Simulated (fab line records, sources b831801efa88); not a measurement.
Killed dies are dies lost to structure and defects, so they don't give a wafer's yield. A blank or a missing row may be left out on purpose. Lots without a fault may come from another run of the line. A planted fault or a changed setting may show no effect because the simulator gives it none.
One fault seen from 2 desks | flow gf180mcu | each desk has only its own numbers; what lay behind them comes last

THE METROLOGY DESK
What the gauges read, lot by lot, whatever tool the lot ran on: means of the sampled wafers that have a number. A lot is out of limits, marked OUT, if its mean lies more than 4 standard deviations from the usual mean; the brackets give that distance.
Columns: A = cd_nm at GF_CONTACT_CD_MEAS_14, usual 220.1 nm; B = CONTACT_OVL at GF_CONTACT_OVL_MEAS_15, usual 3 nm
lot  | first seen here | A     | B
L636 | day 17 15:38    | 221.2 | 3
L640 | day 19 09:00    | 219.6 | 9
L643 | day 20 19:42    | 220.4 | 1
L644 | day 21 01:11    | 218.1 | -0
L650 | day 22 22:56    | 217.5 | 6
L652 | day 24 00:02    | 222.6 | 5
This desk's finding: nothing out of limits on any of the 6 lots.

THE TOOL OWNER'S DESK: wet_bench-04
The tool's own readings at GF_CONTACT_CLEAN_21 (cleans in dHF, time 20 s): means of the sampled wafers that have a number, for each lot that ran on this tool. A lot is out of limits, marked OUT, if its mean lies more than 4 standard deviations from the usual mean; the brackets give that distance.
Columns: A = run_length_s at GF_CONTACT_CLEAN_21, usual 49.2 s
lot  | first seen here | A
L636 | day 17 16:14    | 47.7
L643 | day 20 20:19    | 33.2 (-6.2) OUT
L644 | day 21 01:47    | 32.6 (-6.4) OUT
This desk's finding: out of limits on L643, L644; first on L643, day 20 20:19 (run_length_s at GF_CONTACT_CLEAN_21). In limits: L636.

PUT TOGETHER
The tool owner's desk could have raised an alarm at day 20 20:19, on L643, L644.
The metrology desk saw nothing out of limits.
The metrology desk has L643, L644 on record, within its limits.
Of the lots named, all ran GF_CONTACT_CLEAN_21 on wet_bench-04.

WHAT THE SIMULATOR HAD PUT IN
Process parameter drift: wet_bench-04, from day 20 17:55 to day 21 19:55, at GF_CONTACT_CLEAN_21. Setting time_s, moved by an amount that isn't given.
Lots struck among those shown: L643, L644.
Hours from the fault's start to each desk's first reading out of limits: the tool owner's desk, 2.
